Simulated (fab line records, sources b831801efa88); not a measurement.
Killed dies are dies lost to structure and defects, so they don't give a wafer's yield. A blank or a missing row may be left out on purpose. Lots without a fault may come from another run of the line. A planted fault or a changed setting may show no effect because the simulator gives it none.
fab line records | flow gf180mcu
record lots=13 wafers=39 last_day=34
route steps=602 shown PSD@255 CONTACT@289
lots that met no fault: from a run of the same line without faults
start_h: hours from the record's first day to the start of the lot's first wafer shown | wait_h: hours since the lot's step before | " the same as in the row above | L1.1+2: a row that stands for several wafers | - no value, or no start given | * or withheld: withheld | < > ~ a bound
route shown NAME@n: a module of which the file shows steps, and the number in the route of the first | usual: mean/standard deviation of fault-free wafers | same: alike in all rows | chamber/n: place in a boat | sites: the reading at each site | _std_site: their standard deviation | _edge_site: outer sites' mean less inner sites' | radius_mm: how far each site lies from the wafer's centre | mask NAME#n: copy n | behind: the tool/chamber that last shaped the wafer | hold: why the lot was held/for how many hours/how that ended | device: the transistor (n, p or np) that didn't switch | end of line: the same wafers' tests at the end of the route | a step without rows: its recipe alone | killed: dies lost to structure and defects at the first sort, not the wafer's yield | map: a wafer's dies, x killed, . not, _ none there
set.NAME: the setting as run; set.NAME@STEP: as run at that earlier step | model.NAME: the simulator's own value behind a step, which no gauge read
steps of the route over a sample of lots; a table a step, a row a wafer
services: from which hour (start_h, from the record's first day; less than 0 if before it) a tool's chamber was out of use, for how many hours, and why
## steps
# step GF_PSD_CD_MEAS_07
# recipe target_cd_nm=400
# usual cd_nm=399.9/2.3
# columns lot.wafer tool chamber start_h wait_h cd_nm
L765.1 cd_sem-01 - 318.52 0.1 402.3
L765.4 " - " " 401.9
L765.5 " - " " 401.1
L766.2 cd_sem-02 - 322.13 0.1 398.3
L766.3 " - " " 399.4
L766.6 " - " " 402.2
L769.2 cd_sem-01 - 345.93 0.1 403.2
L769.3 " - " " 401.5
L769.4 " - " " 401.8
L770.3 cd_sem-02 - 355.86 0.1 401.7
L770.4 " - " " 400.9
L770.5 " - " " 399.4
L771.1 cd_sem-01 - 369.62 0.1 399.5
L771.5 " - " " 400.4
L771.6 " - " " 399.0
L776.4 cd_sem-01 - 402.78 0.1 395.2
L776.5 " - " " 398.5
L776.6 " - " " 395.9
L778.1 cd_sem-02 - 425.01 0.1 402.8
L778.4 " - " " 402.0
L778.5 " - " " 403.0
L783.1 cd_sem-02 - 479.41 0.1 401.5
L783.2 " - " " 401.3
L783.5 " - " " 399.5
L784.1 cd_sem-01 - 494.46 0.1 398.7
L784.4 " - " " 397.2
L784.6 " - " " 398.3
L785.1 cd_sem-01 - 495.26 0.1 399.9
L785.2 " - " " 401.9
L785.3 " - " " 398.7
L786.1 cd_sem-01 - 500.49 0.1 396.6
L786.3 " - " " 396.8
L786.4 " - " " 396.0
L787.1 cd_sem-01 - 512.96 0.1 398.0
L787.2 " - " " 397.7
L787.4 " - " " 396.9
L788.2 cd_sem-02 - 515.63 0.1 394.0
L788.5 " - " " 396.2
L788.6 " - " " 397.4
# step GF_CONTACT_CVD_02
# recipe material=SiO2 target_thk_nm=860 precursor=TEOS temp_c=400 time_s=95.992 rf_w=600
# usual heater_power_w=710/100
# columns lot.wafer tool chamber start_h wait_h heater_power_w
L765.1 pecvd-02 1 341.14 0.1 647
L765.4 " 0 " " 760
L765.5 " 2 " " 798
L766.2 pecvd-01 0 345.56 0.0 725
L766.3 " 2 " " 618
L766.6 " 1 " " 763
L769.2 pecvd-04 2 370.44 0.0 606
L769.3 " 1 " " 641
L769.4 " 0 " " 755
L770.3 pecvd-01 2 380.24 0.0 723
L770.4 " 2 " " 589
L770.5 " 0 " " 707
L771.1 pecvd-04 1 394.51 0.1 577
L771.5 " 1 " " 627
L771.6 " 0 " " 764
L776.4 pecvd-02 0 428.14 0.1 821
L776.5 " 1 " " 624
L776.6 " 2 " " 661
L778.1 pecvd-04 0 451.60 0.1 900
L778.4 " 0 " " 750
L778.5 " 2 " " 592
L783.1 pecvd-04 0 504.69 0.1 907
L783.2 " 1 " " 665
L783.5 " 0 " " 942
L784.1 pecvd-02 1 519.37 0.1 646
L784.4 " 2 " " 784
L784.6 " 1 " " 669
L785.1 pecvd-01 0 520.24 0.1 868
L785.2 " 2 " " 684
L785.3 " 1 " " 681
L786.1 pecvd-02 1 525.44 0.1 668
L786.3 " 2 " " 777
L786.4 " 2 " " 796
L787.1 pecvd-02 1 537.21 0.1 590
L787.2 " 2 " " 807
L787.4 " 1 " " 651
L788.2 pecvd-04 0 540.69 0.0 919
L788.5 " 0 " " 753
L788.6 " 2 " " 659
# step GF_CONTACT_THK_MEAS_03
# recipe reads=SiO2_of_CONTACT_CVD_02
# usual CONTACT_CVD_02_THK=856/12
# columns lot.wafer tool chamber start_h wait_h CONTACT_CVD_02_THK[nm]
L765.1 film_metro-01 - 341.21 0.0 859
L765.4 " - " " 856
L765.5 " - " " 860
L766.2 film_metro-04 - 345.64 0.0 843
L766.3 " - " " 852
L766.6 " - " " 856
L769.2 film_metro-01 - 370.52 0.0 855
L769.3 " - " " 863
L769.4 " - " " 879
L770.3 film_metro-03 - 380.33 0.1 848
L770.4 " - " " 869
L770.5 " - " " 862
L771.1 film_metro-04 - 394.58 0.0 865
L771.5 " - " " 870
L771.6 " - " " 861
L776.4 film_metro-03 - 428.21 0.0 857
L776.5 " - " " 856
L776.6 " - " " 1358
L778.1 film_metro-01 - 451.68 0.0 844
L778.4 " - " " 861
L778.5 " - " " 866
L783.1 film_metro-03 - 504.76 0.0 842
L783.2 " - " " 850
L783.5 " - " " 859
L784.1 film_metro-04 - 519.44 0.0 842
L784.4 " - " " 856
L784.6 " - " " 854
L785.1 film_metro-03 - 520.31 0.0 856
L785.2 " - " " 853
L785.3 " - " " 833
L786.1 film_metro-03 - 525.51 0.0 843
L786.3 " - " " 858
L786.4 " - " " 861
L787.1 film_metro-01 - 537.28 0.0 861
L787.2 " - " " 858
L787.4 " - " " 869
L788.2 film_metro-01 - 540.77 0.0 847
L788.5 " - " " 870
L788.6 " - " " 866
# step GF_CONTACT_CMP_04
# recipe material=SiO2 down_force_psi=4 platen_rpm=60 pad_velocity_m_s=0.94248
# usual motor_current_A=11.3/0.64 time_to_endpoint_s=104/5.7
# columns lot.wafer tool chamber start_h wait_h motor_current_A time_to_endpoint_s
L765.4 cmp-02 2 341.32 0.1 12.9 105
L765.1 " 3 " " 12.4 111
L765.5 " 2 " " 11.8 105
L766.3 cmp-01 3 345.69 0.0 10.3 103
L766.2 " 1 " " 11.0 102
L766.6 " 3 " " 10.3 107
L769.3 cmp-02 0 370.62 0.1 11.7 111
L769.2 " 1 " " 10.7 109
L769.4 " 2 " " 11.4 112
L770.3 cmp-01 1 380.37 0.0 11.3 106
L770.4 " 0 " " 11.3 108
L770.5 " 1 " " 11.7 110
L771.1 cmp-02 2 394.79 0.2 12.2 107
L771.6 " 3 " " 11.7 113
L771.5 " 0 " " 11.5 116
L776.4 cmp-02 2 428.34 0.1 11.8 101
L776.5 " 0 " " 11.5 106
L776.6 " 1 " " 10.5 272
L778.1 cmp-01 0 451.84 0.1 10.4 97
L778.4 " 1 " " 11.4 110
L778.5 " 2 " " 11.8 109
L783.1 cmp-02 0 504.82 0.1 11.3 96
L783.2 " 1 " " 10.4 97
L783.5 " 0 " " 11.2 104
L784.1 cmp-01 1 519.50 0.1 11.9 103
L784.4 " 0 " " 10.8 103
L784.6 " 1 " " 11.8 108
L785.2 cmp-01 1 520.37 0.0 11.2 110
L785.1 " 3 " " 10.2 111
L785.3 " 0 " " 11.0 98
L786.3 cmp-02 2 525.57 0.0 12.0 98
L786.4 " 3 " " 11.8 106
L786.1 " 0 " " 10.2 99
L787.4 cmp-02 2 537.34 0.0 11.8 106
L787.2 " 3 " " 12.3 104
L787.1 " 1 " " 11.0 103
L788.2 cmp-02 1 540.97 0.2 11.1 93
L788.5 " 2 " " 12.2 100
L788.6 " 3 " " 12.6 103
# step GF_CONTACT_CD_MEAS_14
# recipe target_cd_nm=220
# usual cd_nm=220.0/1.4
# columns lot.wafer tool chamber start_h wait_h cd_nm
L765.1 cd_sem-01 - 363.52 0.1 223.1
L765.4 " - " " 221.4
L765.5 " - " " 221.4
L766.2 cd_sem-01 - 368.59 0.1 220.8
L766.3 " - " " 220.4
L766.6 " - " " 221.7
L769.2 cd_sem-02 - 393.94 0.1 221.2
L769.3 " - " " 218.5
L769.4 " - " " 219.1
L770.3 cd_sem-01 - 403.76 0.1 220.3
L770.4 " - " " 219.1
L770.5 " - " " 220.9
L771.1 cd_sem-02 - 418.27 0.1 222.2
L771.5 " - " " 223.2
L771.6 " - " " 222.6
L776.4 cd_sem-01 - 453.08 0.1 218.2
L776.5 " - " " 218.2
L776.6 " - " " 217.4
L778.1 cd_sem-02 - 476.71 0.1 221.1
L778.4 " - " " 221.3
L778.5 " - " " 219.7
L783.1 cd_sem-02 - 528.21 0.1 220.7
L783.2 " - " " 220.7
L783.5 " - " " 218.5
L784.1 cd_sem-02 - 542.51 0.1 221.8
L784.4 " - " " 220.1
L784.6 " - " " 220.7
L785.1 cd_sem-01 - 543.76 0.1 218.7
L785.2 " - " " 218.9
L785.3 " - " " 218.0
L786.1 cd_sem-02 - 548.71 0.1 221.3
L786.3 " - " " 219.2
L786.4 " - " " 220.0
L787.1 cd_sem-01 - 559.96 0.1 218.1
L787.2 " - " " 218.4
L787.4 " - " " 218.7
L788.2 cd_sem-01 - 563.73 0.1 219.3
L788.5 " - " " 219.5
L788.6 " - " " 219.5
# step GF_CONTACT_ETCH_17
# recipe chemistry=C4F8/O2/Ar mask_material=KrF target=SiO2 stop_on=CoSi2 source_w=1500 bias_w=1200 pressure_mtorr=40 c4f8_flow_sccm=withheld O2_flow_sccm=6 Ar_flow_sccm=300 time_s=withheld target_depth_a=8600
# usual bias_w=1200/3.9 oes_product_au=0.815/0.0047
# columns lot.wafer tool chamber start_h wait_h bias_w oes_product_au
L765.1 rie_diel-04 2 - - 1203 0.815
L765.4 " 3 " " 1200 0.813
L765.5 " 1 " " 1201 0.828
L766.2 rie_diel-02 1 - - 1204 0.812
L766.3 " 2 " " 1205 0.805
L766.6 " 2 " " 1205 0.805
L769.2 rie_diel-03 3 - - 1198 0.814
L769.3 " 2 " " 1198 0.812
L769.4 " 0 " " 1199 0.811
L770.3 rie_diel-02 1 - - 1198 0.813
L770.4 " 3 " " 1196 0.810
L770.5 " 1 " " 1199 0.818
L771.1 rie_diel-04 0 - - 1201 0.813
L771.5 " 2 " " 1200 0.813
L771.6 " 3 " " 1201 0.810
L776.4 rie_diel-02 3 - - 1212 0.812
L776.5 " 1 " " 1208 0.820
L776.6 " 2 " " 1193 0.821
L778.1 rie_diel-04 1 - - 1195 0.824
L778.4 " 3 " " 1198 0.818
L778.5 " 2 " " 1198 0.818
L783.1 rie_diel-02 1 - - 1203 0.815
L783.2 " 3 " " 1203 0.805
L783.5 " 1 " " 1200 0.815
L784.1 rie_diel-04 1 - - 1202 0.816
L784.4 " 3 " " 1201 0.815
L784.6 " 0 " " 1199 0.815
L785.1 rie_diel-02 2 - - 1202 0.812
L785.2 " 1 " " 1195 0.804
L785.3 " 0 " " 1195 0.810
L786.1 rie_diel-02 0 - - 1201 0.814
L786.3 " 2 " " 1205 0.810
L786.4 " 2 " " 1202 0.816
L787.1 rie_diel-02 0 - - 1206 0.813
L787.2 " 2 " " 1202 0.813
L787.4 " 2 " " 1203 0.821
L788.2 rie_diel-03 3 - - 1199 0.816
L788.5 " 1 " " 1202 0.805
L788.6 " 2 " " 1195 0.822
## services
# columns tool chamber start_h hours kind
cmp-02 - 317.96 2.2 repair
cmp-02 - 321.75 2.3 repair
rie_diel-02 2 344.54 8.3 repair
rie_diel-02 - 345.38 2.8 pm
rie_diel-04 - 348.32 0.1 repair
pecvd-02 0 349.56 4.2 repair
cmp-01 - 355.64 5.9 repair
rie_diel-04 0 361.47 3.8 repair
pecvd-02 - 368.88 14.0 pm
rie_diel-04 1 376.01 12.3 repair
pecvd-01 - 392.67 2.8 pm
cmp-01 - 395.38 19.4 pm
rie_diel-04 0 402.45 1.3 repair
cmp-02 - 404.23 4.0 pm
cmp-01 - 425.94 1.4 repair
cmp-02 - 432.93 5.3 repair
cmp-02 - 450.14 1.3 repair
rie_diel-02 3 510.81 4.2 repair
rie_diel-02 3 529.54 46.6 repair
cmp-01 - 530.61 0.2 repair
pecvd-02 - 531.10 1.1 repair
cmp-02 - 549.36 4.3 repair
pecvd-04 2 557.00 5.0 repair
cmp-01 - 561.39 6.9 pm
## key
first_sign step=GF_CONTACT_THK_MEAS_03 reading=CONTACT_CVD_02_THK direction=up sigmas=43 usual=856 struck=1358
effect step=GF_CONTACT_CMP_04 reading=time_to_endpoint_s direction=up sigmas=29 usual=* struck=*
met_at GF_CONTACT_CVD_02
struck_lots L776
struck_wafers L776.6
tester_left_out L776
not_acting_at GF_PSD_CD_MEAS_07,GF_CONTACT_CD_MEAS_14,GF_CONTACT_ETCH_17
onset_between 341.14 428.14
fault kind=process_parameter_drift tool=pecvd-02 chamber=- onset_h=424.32 steps=GF_CONTACT_CVD_02 channel=target_thk_nm offset=494.47 shape=step end_h=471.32 scope=struck_wafers_only acts_in=these_recipes_only stated=860
# tester_left_out: of these lots the tester's yield and bins aren't shown, on N5 and GAA mostly nor the transistor test; their killed dies are dies lost to structure and defects alone, not to doping, threshold or leakage, so they don't give the yield
